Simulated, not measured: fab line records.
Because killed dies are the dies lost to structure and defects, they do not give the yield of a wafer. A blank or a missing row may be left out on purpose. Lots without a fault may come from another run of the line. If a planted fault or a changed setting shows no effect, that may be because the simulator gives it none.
fab line records    flow sky130
[record] lots = 14  wafers = 42  last-day = 50
route steps=708 shown GATE_OXIDE@188
lots that met no fault: from a run of the same line without faults
start-h: hours from the record's first day to the start of the lot's first wafer shown    wait-h: hours since the lot's step before    " same as the row above    L1.1+2: several wafers, shown together as one row    - either no value or no given start    * or withheld: withheld    < > ~ a bound
route shown NAME@n: NAME is a module with steps in the file, n the number in the route of the first one    usual: mean/standard deviation taken from wafers without a fault    same: alike in all rows    chamber/n: place in a boat    sites: readings site by site    _std_site: standard deviation of those values    _edge_site: inner sites' mean taken away from outer sites' mean    radius-mm: for every site, how far away it sits from the centre of the wafer    mask NAME#n: copy n    behind: the last tool/chamber to shape the wafer    hold: the reason the lot was held/the length of the hold in hours/how it ended    device: transistor that didn't switch, given as n, p or np    end of line: the same wafers' tests at the end of the route    step lacking rows: just its recipe    killed: dies lost to structure and defects at the first sort, not the wafer's yield    map: per-die view of a wafer (x killed, . not killed, _ where there is no die)
set.NAME: the setting that was run; set.NAME@STEP: the one run at that earlier step    model.NAME: the simulator's own value behind a step, which no gauge read
steps of the route over a sample of lots; a table a step, a row a wafer
services: from which hour (start-h, from the record's first day; less than 0 if before it) a tool's chamber was out of use, for how many hours, and why
[[steps]]
[step SKY_GATE_OXIDE_OXIDATION_01]
[recipe] temp-c = 900  ambient = O2  stabilise-s = 600  purge-s = 300  target-thk-a = 102.68  ox-time-s = 1473
lot.wafer   tool        chamber  start-h  wait-h
L917.4+5+6  furnace-01  0        272.91   0.0
L920.3+4+6  furnace-01  0        296.63   0.5
L921.2+4+6  furnace-02  0        305.48   0.0
L922.1+5+6  furnace-01  0        313.95   1.1
L923.1+4+6  furnace-02  0        323.58   0.0
L924.4+5+6  furnace-02  0        327.56   0.6
L925.3+4+6  furnace-02  0        344.50   1.1
L926.2+4+6  furnace-01  0        376.63   0.2
L927.3+4+5  furnace-02  0        380.10   0.0
L929.1+4+5  furnace-01  0        383.19   0.0
L930.4+5+6  furnace-02  0        391.12   2.5
L936.3+4+6  furnace-02  0        436.86   0.8
L939.2+4+6  furnace-02  0        461.58   0.2
L940.1+4+6  furnace-02  0        465.41   0.0
[step SKY_GATE_OXIDE_THK_MEAS_02]
[recipe] reads = SiO2_of_GATE_OXIDE_OXIDATION_01
[usual] GATE_OXIDE_OXIDATION_00_THK = 10.24/0.2
lot.wafer  tool           chamber  start-h  wait-h  GATE_OXIDE_OXIDATION_00_THK[nm]
L917.4     film-metro-02  -        274.34   0.0     10.18
L917.5     "              -        "        "       10.06
L917.6     "              -        "        "       10.19
L920.3     film-metro-02  -        298.06   0.0     10.23
L920.4     "              -        "        "       10.20
L920.6     "              -        "        "       10.32
L921.2     film-metro-03  -        306.90   0.0     10.24
L921.4     "              -        "        "       10.30
L921.6     "              -        "        "       10.13
L922.1     film-metro-03  -        315.36   0.0     10.58
L922.5     "              -        "        "       10.89
L922.6     "              -        "        "       10.54
L923.1     film-metro-02  -        324.99   0.0     10.36
L923.4     "              -        "        "       10.20
L923.6     "              -        "        "       10.14
L924.4     film-metro-04  -        329.00   0.0     10.29
L924.5     "              -        "        "       10.29
L924.6     "              -        "        "       10.16
L925.3     film-metro-04  -        345.93   0.0     10.20
L925.4     "              -        "        "       10.43
L925.6     "              -        "        "       10.51
L926.2     film-metro-04  -        378.05   0.0     10.32
L926.4     "              -        "        "       10.10
L926.6     "              -        "        "       10.27
L927.3     film-metro-04  -        381.53   0.0     9.90
L927.4     "              -        "        "       10.09
L927.5     "              -        "        "       10.16
L929.1     film-metro-03  -        384.60   0.0     10.01
L929.4     "              -        "        "       10.12
L929.5     "              -        "        "       10.15
L930.4     film-metro-03  -        392.56   0.0     10.23
L930.5     "              -        "        "       10.15
L930.6     "              -        "        "       10.20
L936.3     film-metro-03  -        438.29   0.0     10.10
L936.4     "              -        "        "       10.30
L936.6     "              -        "        "       10.13
L939.2     film-metro-04  -        463.00   0.0     13.55
L939.4     "              -        "        "       13.55
L939.6     "              -        "        "       13.33
L940.1     film-metro-04  -        466.82   0.0     13.50
L940.4     "              -        "        "       13.58
L940.6     "              -        "        "       13.50
[[services]]
tool        chamber  start-h  hours  kind
furnace-01  -        386.27   4.3    pm
furnace-01  -        389.55   9.1    repair
furnace-02  -        409.28   3.3    pm
furnace-02  -        414.10   3.2    pm
[[key]]
[first-sign] step = SKY_GATE_OXIDE_THK_MEAS_02  reading = GATE_OXIDE_OXIDATION_00_THK  direction = up  sigmas = 16  usual = 10.24  struck = 13.50
effect none on later readings
met-at SKY_GATE_OXIDE_OXIDATION_01
struck-lots L939,L940
tester-left-out L939,L940
onset-between 436.86 461.58
also-fits time
[fault] kind = process-parameter-drift  tool = furnace-02  chamber = -  onset-h = 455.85  steps = SKY_GATE_OXIDE_OXIDATION_01  channel = ox-time-s  offset = *  shape = step  end-h = 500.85  acts-in = *  stated = *
// tester-left-out: of these lots the tester's yield and bins aren't shown, on N5 and GAA mostly nor the transistor test; their killed dies are dies lost to structure and defects alone, not to doping, threshold or leakage, so they don't give the yield
